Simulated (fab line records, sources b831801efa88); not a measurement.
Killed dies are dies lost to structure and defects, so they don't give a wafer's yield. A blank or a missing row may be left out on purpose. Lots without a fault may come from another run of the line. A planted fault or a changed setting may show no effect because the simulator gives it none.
Tool commonality check | flow sky130 | 14 lots, 48 wafers sampled

WHY IT WAS OPENED
At SKY_SPACER_THK_MEAS_01 the reading SPACER_CVD_00_THK is flagged on 2 of 14 lots. Wafers without a fault read 42.7 nm, standard deviation 0.48.
Rule: a lot is flagged when every wafer of it that has a number lies more than 4 standard deviations from that mean, or none has a number. The other lots count as sound.

lot  | measured     | on            | SPACER_CVD_00_THK (nm), wafer by wafer | flag
L175 | day 22 17:44 | film_metro-02 | 42.5 42.9 43.0                         |
L176 | day 23 15:06 | film_metro-02 | 42.6 43.0 43.0                         |
L177 | day 24 04:56 | film_metro-01 | 42.5 42.4 42.3                         |
L178 | day 24 10:32 | film_metro-03 | 42.4 42.1 42.1                         |
L179 | day 24 16:22 | film_metro-03 | 43.0 43.0 43.0                         |
L181 | day 25 09:26 | film_metro-02 | 54.6 54.5 54.7 54.6 54.5 54.7          | FLAGGED
L182 | day 25 18:35 | film_metro-01 | 55.2 55.4 55.3 55.2 55.3 55.3          | FLAGGED
L189 | day 28 08:35 | film_metro-02 | 42.2 42.2 41.6                         |
L192 | day 29 03:57 | film_metro-03 | 42.9 42.7 42.8                         |
L193 | day 29 11:29 | film_metro-01 | 42.5 42.3 42.4                         |
L194 | day 29 22:05 | film_metro-03 | 43.7 43.6 43.4                         |
L195 | day 30 03:32 | film_metro-02 | 42.9 42.7 43.2                         |
L197 | day 30 07:31 | film_metro-02 | 42.9 43.0 42.9                         |
L198 | day 31 00:54 | film_metro-01 | 43.0 42.9 42.9                         |
The numbers of the flagged lots are 54.9 nm on average: +12.2 nm against the usual, or +26 standard deviations.

WHICH TOOL RAN EACH LOT
The record holds 2 process steps before the reading, out of a route of 708 steps. In each cell: the tool, then ch and the chambers that the sampled wafers went through, then the start.
lot  | flag    | SKY_POLY_GATE_ETCH_15              | SKY_SPACER_CVD_00
L175 |         | rie_diel-04 ch 1,2,3, day 16 04:14 | lpcvd-02 ch 0, day 22 16:31
L176 |         | rie_diel-04 ch 0,1, day 16 23:17   | lpcvd-02 ch 0, day 23 13:54
L177 |         | rie_diel-04 ch 0,1, day 17 12:14   | lpcvd-02 ch 0, day 24 03:43
L178 |         | rie_diel-01 ch 1,2, day 17 17:28   | lpcvd-02 ch 0, day 24 09:20
L179 |         | rie_diel-04 ch 2,3, day 18 01:04   | lpcvd-02 ch 0, day 24 15:10
L181 | FLAGGED | rie_diel-04 ch 0,1,3, day 18 16:31 | lpcvd-02 ch 0, day 25 08:12
L182 | FLAGGED | rie_diel-02 ch 0,2,3, day 18 23:34 | lpcvd-02 ch 1, day 25 17:23
L189 |         | rie_diel-01 ch 0,1,3, day 21 20:34 | lpcvd-02 ch 0, day 28 07:23
L192 |         | rie_diel-04 ch 0,3, day 22 17:23   | lpcvd-02 ch 1, day 29 02:44
L193 |         | rie_diel-01 ch 1,2,3, day 23 02:16 | lpcvd-02 ch 1, day 29 10:16
L194 |         | rie_diel-02 ch 0,1, day 23 11:32   | lpcvd-02 ch 1, day 29 20:53
L195 |         | rie_diel-01 ch 0,1,2, day 23 19:07 | lpcvd-02 ch 0, day 30 02:20
L197 |         | rie_diel-04 ch 0,1,3, day 24 01:07 | lpcvd-02 ch 1, day 30 06:17
L198 |         | rie_diel-04 ch 0,1,3, day 24 17:55 | lpcvd-02 ch 0, day 30 23:41
What these steps do:
- SKY_POLY_GATE_ETCH_15: etches BARC in N2/H2, stops on SiO2, time 118.5 s, target depth 110 nm.
- SKY_SPACER_CVD_00: deposits Si3N4 from DCS/NH3, target thk 43.1 nm, time 740 s.
- SKY_SPACER_THK_MEAS_01

FLAGGED OVER TOTAL, TOOL BY TOOL (the gauges that took the reading come last)
step                   | tool          | lots run | flagged | share of the flagged lots | sound lots run after its first flagged lot
SKY_POLY_GATE_ETCH_15  | rie_diel-01   | 4        | 0       | none                      | -
SKY_POLY_GATE_ETCH_15  | rie_diel-02   | 2        | 1       | some                      | 1 (L194)
SKY_POLY_GATE_ETCH_15  | rie_diel-04   | 8        | 1       | some                      | 3 (L192,L197,L198)
SKY_SPACER_CVD_00      | lpcvd-02      | 14       | 2       | all                       | 7 (L189,L192,L193,L194,L195,L197,L198)
SKY_SPACER_THK_MEAS_01 | film_metro-01 | 4        | 1       | some                      | 2 (L193,L198)
SKY_SPACER_THK_MEAS_01 | film_metro-02 | 6        | 1       | some                      | 3 (L189,L195,L197)
SKY_SPACER_THK_MEAS_01 | film_metro-03 | 4        | 0       | none                      | -

WHAT THE TABLE ALLOWS
1 row of the table ran every flagged lot: lpcvd-02 at SKY_SPACER_CVD_00.
- lpcvd-02 at SKY_SPACER_CVD_00: 2 of its 14 lots flagged. Sound lots ran on it after the first flagged one (L189, L192, L193, L194, L195, L197, L198), which a lasting fault on the whole tool wouldn't allow. Its own readings lie more than 4 standard deviations out on every wafer of the flagged lots: spike_tc_bottom_C, spike_tc_centre_C, spike_tc_lower_C, spike_tc_top_C, spike_tc_upper_C, susceptor_temp_C.
No row of the table ran every flagged lot and no sound lot after the first.

WHAT THE SIMULATOR HAD PUT IN
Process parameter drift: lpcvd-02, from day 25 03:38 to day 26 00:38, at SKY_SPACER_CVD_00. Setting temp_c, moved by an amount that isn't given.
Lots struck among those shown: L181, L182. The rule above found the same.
